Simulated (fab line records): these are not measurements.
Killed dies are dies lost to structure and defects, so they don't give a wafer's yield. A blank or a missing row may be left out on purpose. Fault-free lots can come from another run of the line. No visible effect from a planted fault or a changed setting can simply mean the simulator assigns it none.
Which of the tools did it? | flow sky130 | 39 wafers from 13 lots sampled at 5 of the route's 708 steps

WHAT EACH GAUGE READ, for each wafer
SKY_POLY_GATE_OVL_MEAS_14. Usual: POLY_GATE_OVL typically reads -4 nm, with standard deviation 5.5.
lot  | measured     | on         | POLY_GATE_OVL (nm) | flag
L189 | day 16 05:41 | overlay-01 | -5 -5 -6           |
L190 | day 16 20:14 | overlay-02 | 5 5 5              |
L191 | day 17 05:11 | overlay-01 | -13 -5 -7          |
L192 | day 17 15:02 | overlay-01 | -6 -7 -8           |
L194 | day 18 05:44 | overlay-02 | -14 -3 0           |
L193 | day 18 18:49 | overlay-02 | -15 -6 -9          |
L195 | day 19 12:41 | overlay-02 | -9 -7 -14          |
L201 | day 21 09:53 | overlay-02 | -4 -5 -5           |
L204 | day 21 21:32 | overlay-02 | -9 -8 -6           |
L203 | day 22 01:19 | overlay-02 | -15 -1 -11         |
L206 | day 22 20:14 | overlay-01 | 2 -2 1             |
L209 | day 23 19:08 | overlay-02 | -6 1 2             |
L211 | day 24 07:34 | overlay-01 | -5 -3 -5           |

SKY_LDD_P_OVL_MEAS_08. Usual: LDD_P_OVL typically reads -1.2 nm, with standard deviation 1.3.
lot  | measured     | on         | LDD_P_OVL (nm) | flag
L189 | day 18 22:25 | overlay-02 | -0.5 0.6 -0.7  |
L190 | day 19 11:01 | overlay-01 | -1.2 -1.4 -3.1 |
L191 | day 19 23:13 | overlay-02 | 0.6 -1.1 -1.3  |
L192 | day 20 08:47 | overlay-01 | 1.7 0.7 -0.9   |
L194 | day 20 23:17 | overlay-02 | 0.8 -0.4 -0.9  |
L193 | day 21 11:26 | overlay-01 | -1.6 -0.5 0.0  |
L195 | day 22 04:40 | overlay-01 | -4.4 -0.9 -1.8 |
L201 | day 23 23:41 | overlay-02 | -2.0 -4.4 -3.8 |
L204 | day 24 12:28 | overlay-01 | -0.9 -1.1 -0.3 |
L203 | day 24 18:26 | overlay-01 | -4.1 0.2 -1.1  |
L206 | day 25 10:19 | overlay-01 | -1.8 -0.8 0.2  |
L209 | day 26 08:11 | overlay-02 | 0.6 -0.2 -1.4  |
L211 | day 26 21:15 | overlay-01 | -1.5 -3.3 -3.2 |

SKY_LDD_HVN_OVL_MEAS_07. Usual: LDD_HVN_OVL typically reads -0.5 nm, with standard deviation 1.3.
lot  | measured     | on         | LDD_HVN_OVL (nm)  | flag
L189 | day 20 05:25 | overlay-01 | -1.0 0.5 -2.0     |
L190 | day 20 16:59 | overlay-01 | -1.9 -0.7 -2.3    |
L191 | day 21 05:50 | overlay-02 | -2.3 -0.8 -0.7    |
L192 | day 21 14:49 | overlay-01 | 0.8 0.6 0.4       |
L194 | day 22 05:31 | overlay-02 | -1.0 -0.2 -2.3    |
L193 | day 22 16:52 | overlay-02 | -0.4 2.0 1.8      |
L195 | day 23 10:50 | overlay-01 | -1.8 -0.5 -1.0    |
L201 | day 25 05:19 | overlay-01 | 157.5 154.8 156.0 | OFF
L204 | day 25 17:46 | overlay-02 | -1.8 0.5 1.2      |
L203 | day 25 23:46 | overlay-02 | 155.4 154.9 156.7 | OFF
L206 | day 26 15:26 | overlay-01 | 0.7 0.6 1.7       |
L209 | day 27 13:49 | overlay-02 | -1.6 0.7 -0.3     |
L211 | day 28 02:01 | overlay-02 | -1.5 -1.0 -0.9    |

SKY_LDD_HVP_TW_MEAS_10. Usual: LDD_HVP_TW typically reads 455.8, with standard deviation 2.1.
lot  | measured     | on            | LDD_HVP_TW        | flag
L189 | day 21 12:17 | film-metro-01 | 455.7 456.4 456.8 |
L190 | day 22 00:20 | film-metro-01 | 462.0 461.3 457.8 |
L191 | day 22 12:44 | film-metro-01 | 460.1 455.1 461.1 |
L192 | day 22 21:23 | film-metro-02 | 455.7 455.4 452.2 |
L194 | day 23 12:09 | film-metro-02 | 455.0 456.1 455.8 |
L193 | day 23 22:56 | film-metro-02 | 456.8 456.1 457.2 |
L195 | day 24 16:27 | film-metro-03 | 453.8 455.5 457.8 |
L201 | day 26 11:06 | film-metro-02 | 453.2 456.4 454.0 |
L204 | day 26 23:27 | film-metro-01 | 455.6 458.1 458.0 |
L203 | day 27 05:44 | film-metro-01 | 456.9 455.1 455.5 |
L206 | day 27 20:51 | film-metro-02 | 456.5 451.9 454.1 |
L209 | day 28 18:46 | film-metro-02 | 454.0 454.0 454.4 |
L211 | day 29 06:26 | film-metro-02 | 454.7 454.5 454.5 |

WHICH TOOL RAN EACH LOT (tool, then ch and the chambers of the sampled wafers, then the start)
lot  | SKY_LDD_HVN_EXPOSE_04
L189 | iline-stepper-02 ch 0, day 19 14:32
L190 | iline-stepper-01 ch 0, day 20 02:00
L191 | iline-stepper-01 ch 0, day 20 14:50
L192 | iline-stepper-02 ch 0, day 21 00:09
L194 | iline-stepper-01 ch 0, day 21 14:49
L193 | iline-stepper-01 ch 0, day 22 03:05
L195 | iline-stepper-01 ch 0, day 22 19:53
L201 | iline-stepper-02 ch 0, day 24 14:55
L204 | iline-stepper-01 ch 0, day 25 03:56
L203 | iline-stepper-02 ch 0, day 25 08:53
L206 | iline-stepper-01 ch 0, day 26 00:58
L209 | iline-stepper-01 ch 0, day 26 23:02
L211 | iline-stepper-01 ch 0, day 27 12:32
- SKY_LDD_HVN_EXPOSE_04: exposes mask HVNTM, target cd 700 nm.

AS READ BY THE TOOLS THEMSELVES (means over the sampled wafers that have a number; for cases with no such wafer, the mark the record gives instead)
The record holds no such reading with a usual standard deviation.

THE ANSWER, worked out from the rows above alone
Rule: a lot is off if the mean of its wafers that have a number lies more than 3 standard deviations from the usual mean. A lot without any number at a reading at which 4 lots or more have one is off too. The other lots that the step has rows for count as sound. First the gauges in route order, then the tools' own readings, where a lot's mean is used as printed above. At the first step where some lot is off, the reading lying furthest off is the one used; lots without a number count as furthest.
Off: L201, L203, seen at SKY_LDD_HVN_OVL_MEAS_07 (LDD_HVN_OVL).
If a tool, at a process step before that reading, ran all the lots that are off and no sound lot after the first of them, it fits. Those tools and the gauges at SKY_LDD_HVN_OVL_MEAS_07 are tried in the same way. One fits: SKY_LDD_HVN_EXPOSE_04 on iline-stepper-02. Its last sound lot is L192 (day 21 00:09), its first lot that is off L201 (day 24 14:55): a fault that began between those two fits.

WHAT THE SIMULATOR PUT IN
Scanner matching overlay: iline-stepper-02, from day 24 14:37 on, at SKY_LDD_HVN_EXPOSE_04. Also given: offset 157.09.
Lots struck among those shown: L201, L203. The same result came from the rule above.
